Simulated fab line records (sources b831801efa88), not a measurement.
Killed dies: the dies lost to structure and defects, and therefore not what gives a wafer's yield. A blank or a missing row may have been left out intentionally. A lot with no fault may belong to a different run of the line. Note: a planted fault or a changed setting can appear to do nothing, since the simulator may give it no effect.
Matching of chambers ; flow sky130 ; SKY_LI_CONTACT_HDPCVD_00 on hdpcvd-01: 3 sister chambers
The step deposits PSG, target thk 930 nm, time 155 s. 3 wafers are shown with their chamber, then 7 later ones without.

## WAFERS, EACH WITH ITS CHAMBER
wafer;chamber;run-length-s (s)
L673.4;1;182.4
L673.5;0;182.3
L676.4;2;182.7

## WAFERS WITH NO CHAMBER GIVEN
wafer;run-length-s (s)
L676.5;182.2
L688.1;183.2
L688.3;182.5
L688.4;183.0
L689.2;183.3
L689.3;182.3
L689.4;182.9

## THE CHAMBER EACH PASSED THROUGH
wafer;from the rows above;in truth
L676.5;can't be placed: 0 or 1 or 2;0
L688.1;can't be placed: 2 or 1 or 0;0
L688.3;can't be placed: 1 or 0 or 2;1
L688.4;can't be placed: 2 or 1 or 0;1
L689.2;can't be placed: 2 or 1 or 0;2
L689.3;can't be placed: 0 or 1 or 2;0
L689.4;can't be placed: 2 or 1 or 0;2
Placed correctly: 0 of 7. From these rows, 7 cannot be placed; in 7 the true chamber is one of the candidates. Number placed wrongly: 0.
How it was worked out, from the rows above alone: a wafer's distance from a chamber is the root of the sum, over the readings, of the square of ((its reading less the chamber's mean) divided by the reading's scatter). If the next closest chamber is less than 2 further off than the closest, the wafer can't be placed; otherwise it belongs to the closest. For every chamber, the mean is computed from those of its wafers that are shown. The scatter: root of mean squared gap, hidden wafer to nearest shown wafer, with one shown wafer a chamber.
